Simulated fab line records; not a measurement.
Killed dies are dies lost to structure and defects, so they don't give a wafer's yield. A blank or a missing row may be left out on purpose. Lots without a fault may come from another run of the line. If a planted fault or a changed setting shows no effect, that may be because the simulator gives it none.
One fault through the eyes of 2 desks + flow gf180mcu + each desk has only its own numbers; what lay behind them comes last

## FOR THE TOOL OWNER'S DESK: litho-track-04
At GF_VT_IMPLANT_SOFTBAKE_03 (time 60 s), the tool's own readings, given per lot that ran on this tool as the mean of the sampled wafers with a number. If a lot's mean is further than 4 standard deviations from the usual mean, the lot is out of limits and carries the mark OUT (the distance appears in the brackets).
Columns: A = heater-power-total-W at GF_VT_IMPLANT_SOFTBAKE_03, usual 56.60 W
| lot  | first seen here | A                       |
|------|-----------------|-------------------------|
| L683 | day 6 19:37     | 56.60                   |
| L694 | day 9 16:17     | 56.57                   |
| L697 | day 10 06:19    | 69.80 (+99 or more) OUT |
| L699 | day 10 19:56    | 69.76 (+99 or more) OUT |
This desk's finding: out of limits on L697, L699; first on L697, day 10 06:19 (heater-power-total-W at GF_VT_IMPLANT_SOFTBAKE_03). In limits: L683, L694.

## FROM THE METROLOGY DESK
Lot by lot, what the gauges showed, no matter which tool ran the lot: averages of those sampled wafers that carry a number. If a lot's mean is further than 4 standard deviations from the usual mean, the lot is out of limits and carries the mark OUT (the distance appears in the brackets).
Columns: A = V1_CVD_02_THK at GF_V1_THK_MEAS_03, usual 852 nm
| lot  | first seen here | A   |
|------|-----------------|-----|
| L680 | day 18 07:52    | 842 |
| L681 | day 18 19:18    | 865 |
| L682 | day 19 05:07    | 852 |
| L683 | day 19 07:41    | 871 |
| L685 | day 20 07:40    | 842 |
| L686 | day 20 13:01    | 847 |
| L687 | day 20 19:41    | 850 |
| L688 | day 21 04:41    | 840 |
| L694 | day 23 13:37    | 848 |
| L696 | day 24 01:55    | 853 |
| L697 | day 24 07:44    | 842 |
| L699 | day 25 01:43    | 854 |
| L700 | day 25 04:28    | 852 |
This desk found nothing out of limits on any of the 13 lots.

## PUT TOGETHER
At day 10 06:19, on L697, L699, the tool owner's desk was in a position to raise an alarm.
At the metrology desk, nothing out of limits was observed.
The metrology desk has L697, L699 on record, within its limits.
GF_VT_IMPLANT_SOFTBAKE_03 was run on litho-track-04 by each of the lots named.

## WHAT THE SIMULATOR HAD PUT IN
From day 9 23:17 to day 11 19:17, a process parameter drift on litho-track-04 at GF_VT_IMPLANT_SOFTBAKE_03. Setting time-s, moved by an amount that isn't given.
Lots struck among those shown: L697, L699.
Hours from the fault's start to each desk's first reading out of limits: the tool owner's desk, 7.
